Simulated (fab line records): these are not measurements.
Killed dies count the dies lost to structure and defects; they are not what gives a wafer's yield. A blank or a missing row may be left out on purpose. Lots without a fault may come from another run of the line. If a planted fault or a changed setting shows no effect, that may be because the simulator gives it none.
Matching of chambers || flow gf180mcu || cmp-02 running GF_V5_CMP_04: 3 sister chambers
The step polishes SiO2. 3 wafers are shown with their chamber, then 6 later ones without.

== WAFERS PAIRED WITH THEIR CHAMBERS ==
{"wafer": "L599.3", "chamber": 0, "motor current A (A)": 13.3}
{"wafer": "L600.3", "chamber": 1, "motor current A (A)": 13.3}
{"wafer": "L600.4", "chamber": 3, "motor current A (A)": 12.6}

== WAFERS MISSING THEIR CHAMBER ==
{"wafer": "L600.6", "motor current A (A)": 13.9}
{"wafer": "L601.1", "motor current A (A)": 13.2}
{"wafer": "L601.2", "motor current A (A)": 13.0}
{"wafer": "L601.5", "motor current A (A)": 14.1}
{"wafer": "L605.2", "motor current A (A)": 12.5}
{"wafer": "L605.6", "motor current A (A)": 13.6}

== CHAMBER TAKEN BY EACH ==
{"wafer": "L600.6", "from the rows above": "can't be placed: 0 or 1 or 3", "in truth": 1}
{"wafer": "L601.1", "from the rows above": "can't be placed: 0 or 1 or 3", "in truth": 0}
{"wafer": "L601.2", "from the rows above": "can't be placed: 0 or 1 or 3", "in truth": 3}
{"wafer": "L601.5", "from the rows above": "can't be placed: 0 or 1 or 3", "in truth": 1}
{"wafer": "L605.2", "from the rows above": "can't be placed: 3 or 0 or 1", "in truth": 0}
{"wafer": "L605.6", "from the rows above": "can't be placed: 0 or 1 or 3", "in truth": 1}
0 of 6 placed correctly. From these rows, 6 cannot be placed; in 6 the true chamber is one of the candidates. Wrongly placed: 0.
How it was worked out, from the rows above alone: a wafer's distance from a chamber is the root of the sum, over the readings, of the square of ((its reading less the chamber's mean) divided by the reading's scatter). The wafer belongs to the nearest chamber; if the next one is less than 2 further off, it can't be placed. The mean given for a chamber averages the wafers shown for that chamber. The scatter: root of mean squared gap, hidden wafer to nearest shown wafer, with one shown wafer a chamber.
